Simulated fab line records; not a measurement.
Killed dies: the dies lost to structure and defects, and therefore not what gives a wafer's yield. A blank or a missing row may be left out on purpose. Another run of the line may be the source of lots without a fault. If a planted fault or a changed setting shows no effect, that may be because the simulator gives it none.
Code-filled problem report in 8D (eight disciplines) form	flow sky130	the parts of the form that need people (team, actions taken, sign-off) are left out

== 1. THE PROBLEM ==
VT_ADJUST_HVTP_TW at SKY_VT_ADJUST_HVTP_TW_MEAS_11 reads a mean of 30 on 3 wafers of 1 lot; wafers without a fault read 1354 with a standard deviation of 12. So: -99 or more standard deviations from the usual mean.
First seen on wafer L488.2, day 9 11:59, on film metro-02. At this step, 39 wafers from 13 lots have a number in the record. Rule for "out" (also "out of limits"): further than 4 standard deviations from the usual mean. The rest of the wafers with a number are treated as sound.

== 2. WHAT IT IS, AND WHAT IT ISN'T ==
question	is	is not
which readings at this step	VT_ADJUST_HVTP_TW	-
which lots	L488	L476, L477, L478, L479, L480, L492, L494, L495, L496, L497, L498, L499
which wafers of those lots	all that have a number	-
read on which gauges	film metro-02	film metro-03, film metro-04
when	from day 9 11:59	up to then (15 sound wafers); but 21 sound wafers of L492, L494, L495, L496, L497, L498, L499 came after

== 3. THE SUSPECTS, EACH WITH WHAT RULES IT OUT ==
Counting: a tool at any process step up to the reading remains a suspect when it ran all the lots that are out and ran no sound lot after the first of those.
- the gauge at SKY_VT_ADJUST_HVTP_TW_MEAS_11 has been ruled out. All the wafers that are out were read on film metro-02, but those of them that SKY_NWELL_STRIP_25 has rows for are out there too, on other tools.
- plasma asher-03 at SKY_NWELL_STRIP_25 (strips in O2/N2): ruled out as a lasting fault. After its first lot that is out, L488 (day 8 14:10), sound lots L497 ran on it.
- plasma asher-02 at SKY_VT_ADJUST_HVTP_STRIP_10 (strips in O2/N2): ruled out as a lasting fault. After its first lot that is out, L488 (day 9 11:53), sound lots L497, L499 ran on it.
Left after counting: nothing in the record.

== 4. THE CAUSE (what the simulator had put in) ==
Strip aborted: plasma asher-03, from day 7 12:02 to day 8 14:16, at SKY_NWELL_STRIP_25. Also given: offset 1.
It was ruled out by counting, in error; the rule expects a fault to strike all lots run on its tool from its start on, and this fault did not.

== 5. SEQUENCE OF EFFECTS, ordered by route ==
One row per reading whose mean, taken over the struck wafers that have a number, lies over 3 standard deviations from the usual. Readings are gone through only where the record gives a usual standard deviation; hours: the median, over the lots, of the time from a lot's start at the first step in this table giving one to that lot's start at this step; sigmas: the change measured in usual standard deviations.
hours	step	reading	usual	on struck wafers	change	sigmas
0	SKY_NWELL_STRIP_25	oes product au	0.722 a.u.	0.858	+0.136	+31
22	SKY_VT_ADJUST_HVTP_STRIP_10	strip time to endpoint s	14.16 s	50.49	+36.33	+99 or more
22	SKY_VT_ADJUST_HVTP_TW_MEAS_11	VT_ADJUST_HVTP_TW	1354	30	-1324	-99 or more
Process steps it contains:
- SKY_NWELL_STRIP_25: strips in O2/N2.
- SKY_VT_ADJUST_HVTP_STRIP_10: strips in O2/N2.
Readings that are blank on the struck wafers while sound wafers have them: strip time to endpoint s at SKY_NWELL_STRIP_25.
Later measuring or inspecting steps at which every struck wafer that the step has a row for has a number for every such reading, and none has moved that far: SKY_VT_ADJUST_LVTN_TW_MEAS_10.

== 6. HOW IT WOULD HAVE BEEN CAUGHT EARLIER ==
The first out-of-limits reading at a measuring or inspecting step in this record came at day 9 11:59, 48 hours after the fault's start at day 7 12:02.
The tool's own readings at SKY_NWELL_STRIP_25 were out on every struck wafer that the step has a row for (oes product au): an alarm limit on them would have fired on the first of those.
